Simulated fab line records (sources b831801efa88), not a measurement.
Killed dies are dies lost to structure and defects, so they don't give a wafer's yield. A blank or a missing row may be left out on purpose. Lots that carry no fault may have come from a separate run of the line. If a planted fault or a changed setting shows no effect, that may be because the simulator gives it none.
One fault through the eyes of 2 desks -- flow gf180mcu -- each desk has only its own numbers; what lay behind them comes last

AT THE METROLOGY DESK
Lot by lot, what the gauges showed, no matter which tool ran the lot: averages of those sampled wafers that carry a number. A lot is out of limits, marked OUT, if its mean lies more than 4 standard deviations from the usual mean; the brackets give that distance.
Columns: A = cdNm at GF_POLY_GATE_CD_MEAS_10, usual 280.1 nm; B = HV_LDD_CVD_56_THK at GF_HV_LDD_THK_MEAS_57, usual 89.9 nm; C = cdNm at GF_PSD_CD_MEAS_07, usual 400.0 nm
lot,first seen here,A,B,C
L752,day 9 12:42,278.8,90.1,398.5
L753,day 9 21:52,280.8,87.0,404.5
L755,day 10 11:30,282.3,90.0,401.0
L757,day 11 00:07,281.5,97.6 (+7.9) OUT,399.9
L758,day 11 09:53,279.7,97.6 (+7.9) OUT,400.0
L760,day 11 21:39,278.6,97.0 (+7.2) OUT,399.4
L761,day 12 04:16,281.7,90.3,400.9
L768,day 14 08:07,280.5,90.3,398.7
L769,day 14 10:46,281.1,90.4,397.5
L770,day 14 19:15,279.5,90.3,398.8
L772,day 15 15:37,278.7,90.6,399.6
L774,day 16 02:48,279.1,89.7,400.3
This desk reports L757, L758, L760 out of limits; the earliest was L757 at day 14 13:35 (HV_LDD_CVD_56_THK at GF_HV_LDD_THK_MEAS_57). L752, L753, L755, L761, L768, L769, L770, L772, L774: within limits.

FOR THE TOOL OWNER'S DESK: lpcvd-01
The tool's own readings at GF_HV_LDD_CVD_56 (deposits Si3N4 from DCS/NH3, target thk 90 nm, time 1543 s): means of the sampled wafers that have a number, for each lot that ran on this tool. A lot is out of limits, marked OUT, if its mean lies more than 4 standard deviations from the usual mean; the brackets give that distance.
Columns: A = susceptorTempC at GF_HV_LDD_CVD_56, usual 770.0 C
lot,first seen here,A
L753,day 13 07:41,770.0
L755,day 13 19:20,770.5
L757,day 14 12:08,770.3
L758,day 14 22:51,770.6
L760,day 15 11:20,769.9
L769,day 18 12:17,770.0
L770,day 18 19:36,769.8
L772,day 19 17:14,769.9
L774,day 20 06:32,769.9
This desk's finding: nothing out of limits on any of the 9 lots.

TAKEN TOGETHER
The metrology desk could have raised an alarm at day 14 13:35, on L757, L758, L760.
Nothing out of limits was seen by the tool owner's desk.
The tool owner's desk has L757, L758, L760 on record, within its limits.
Of the lots named, all ran GF_HV_LDD_CVD_56 on lpcvd-01.

WHAT THE SIMULATOR HAD PUT IN
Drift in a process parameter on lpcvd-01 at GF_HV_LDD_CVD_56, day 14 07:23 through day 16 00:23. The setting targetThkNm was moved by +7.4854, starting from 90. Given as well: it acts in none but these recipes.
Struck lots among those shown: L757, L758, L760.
Delay in hours, fault start to first out-of-limits reading, per desk: metrology desk 6.
